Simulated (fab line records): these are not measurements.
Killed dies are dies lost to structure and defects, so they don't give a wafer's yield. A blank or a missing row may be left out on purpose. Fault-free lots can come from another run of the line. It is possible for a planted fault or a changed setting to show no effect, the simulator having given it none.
Matching of chambers	flow sky130	SKY_LI_CONTACT_HDPCVD_00 on hdpcvd-02 has 3 sister chambers
The step deposits PSG, target thk 930 nm, time 155 s. 16 wafers are shown with their chamber, then 8 later ones without.

WAFERS WITH THEIR CHAMBER
wafer	chamber	run length s (s)
L877.1	2	182.7
L877.4	1	182.6
L877.6	0	183.3
L879.1	0	182.9
L879.2	1	182.6
L879.4	1	182.9
L881.2	2	182.3
L881.4	2	182.0
L881.5	1	183.0
L892.2	0	182.8
L892.3	0	182.8
L892.5	0	183.3
L896.3	0	182.9
L896.4	0	182.9
L896.5	2	182.3
L897.1	1	182.7

SIGNATURES, as means of the wafers listed above
reading	chamber 0	chamber 1	chamber 2	scatter within a chamber
run length s	182.986	182.760	182.325	0.227
Rule: a wafer lies at a distance from a chamber equal to the root of the sum of squares, over the readings, of (its reading less the chamber's mean, divided by the reading's scatter). If the next closest chamber is less than 2 further off than the closest, the wafer can't be placed; otherwise it belongs to the closest. How the scatter is found: for the shown wafers, subtract from each reading the mean of its chamber, square and add these, divide the total by (wafers less chambers), then take the root.

WAFERS MISSING THEIR CHAMBER
wafer	run length s (s)
L897.3	182.2
L897.5	181.9
L898.4	181.9
L898.5	182.7
L898.6	183.6
L899.2	183.2
L899.5	183.0
L899.6	182.4

WHICH CHAMBER EACH WENT THROUGH
wafer	from the rows above	in truth
L897.3	can't be placed: 2 or 1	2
L897.5	can't be placed: 2 or 1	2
L898.4	can't be placed: 2 or 1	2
L898.5	can't be placed: 1 or 0 or 2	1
L898.6	can't be placed: 0 or 1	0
L899.2	can't be placed: 0 or 1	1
L899.5	can't be placed: 0 or 1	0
L899.6	can't be placed: 2 or 1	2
Placed correctly: 0 of 8. Unplaceable from these rows: 8, with the true chamber sitting among the candidates in 8. Wrongly placed: 0.
